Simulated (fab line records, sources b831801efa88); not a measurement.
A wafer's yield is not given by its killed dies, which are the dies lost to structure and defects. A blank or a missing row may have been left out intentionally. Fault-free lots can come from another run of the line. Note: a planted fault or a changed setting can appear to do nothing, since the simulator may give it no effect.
Which tool was responsible? ; flow gf180mcu ; 14 lots, 42 wafers sampled, at 2 steps of a route of 602

## WHAT THE GAUGES READ, wafer by wafer
GF_STI_THK_MEAS_30.
lot;measured;on;STI_OXIDATION_02_THK (nm)
L837;day 2 07:47;film_metro-04;10.03 10.01 10.04
L839;day 2 16:35;film_metro-01;10.00 9.96 10.03
L841;day 3 05:26;film_metro-04;9.66 9.65 9.79
L842;day 3 08:58;film_metro-04;10.03 9.97 10.02
L843;day 3 12:08;film_metro-04;9.99 10.15 10.09
L849;day 5 07:22;film_metro-04;9.85 10.00 10.01
L850;day 5 13:06;film_metro-02;9.94 9.92 9.92
L851;day 5 13:07;film_metro-04;10.23 10.10 9.87
L853;day 5 21:54;film_metro-04;10.46 10.36 10.40
L854;day 6 06:17;film_metro-02;9.98 9.94 9.96
L856;day 6 12:42;film_metro-02;10.06 10.06 10.13
L857;day 6 14:04;film_metro-01;9.87 9.87 9.51
L859;day 7 02:08;film_metro-01;10.07 9.78 9.82
L860;day 7 06:25;film_metro-01;10.00 10.11 9.87

GF_NWELL_OVL_MEAS_07.
lot;measured;on;NWELL_OVL (nm)
L837;day 3 09:04;overlay-02;-1.1 3.1 2.5
L839;day 3 19:04;overlay-01;4.0 2.7 0.4
L841;day 4 08:48;overlay-01;0.9 -0.2 3.1
L842;day 4 11:46;overlay-01;2.4 0.8 2.0
L843;day 4 15:27;overlay-02;2.8 4.6 2.9
L849;day 6 10:58;overlay-02;-0.9 1.7 2.9
L850;day 6 18:31;overlay-02;1.4 -0.3 -0.6
L851;day 6 18:18;overlay-02;0.8 1.7 0.0
L853;day 7 04:15;overlay-01;1.5 0.0 3.2
L854;day 7 12:21;overlay-02;-0.1 1.3 1.7
L856;day 7 20:10;overlay-01;2.7 2.7 3.3
L857;day 7 21:27;overlay-02;0.1 1.5 1.2
L859;day 8 11:10;overlay-01;3.1 2.5 3.3
L860;day 8 14:39;overlay-02;0.9 -0.2 3.4

## WHAT TOOL EACH LOT RAN ON (gives the tool, then ch and the chambers of the sampled wafers, and finally the start)
There is no process step in the record ahead of these readings.

## AS READ BY THE TOOLS THEMSELVES (means over the sampled wafers that have a number; for cases with no such wafer, the mark the record gives instead)
The record holds no such reading with a usual standard deviation.

## THE ANSWER, worked out from the rows above alone
Rule: the usual values come from the lots themselves. Put in order of their means at a reading, lots are off if they are a third of the lots or fewer, leave a main group of 4 or more, and stand apart from it by a gap of 3 or more times the standard deviation of the main group's means; of several such gaps the widest counts. A main group is skipped when, at the precision printed for the reading in the tables above, its means are all equal. Also off: a lot with no number at a reading for which 4 or more lots have one. All remaining lots with rows at the step are treated as sound. Order of review: gauges by route order, followed by the tools' own readings, for which a lot's mean as printed above is used. At the first step where some lot is off, the reading lying furthest off is the one used; lots without a number count as furthest.
No lot is off on any of the readings shown, so nothing can be concluded from this.

## WHAT THE SIMULATOR PUT IN
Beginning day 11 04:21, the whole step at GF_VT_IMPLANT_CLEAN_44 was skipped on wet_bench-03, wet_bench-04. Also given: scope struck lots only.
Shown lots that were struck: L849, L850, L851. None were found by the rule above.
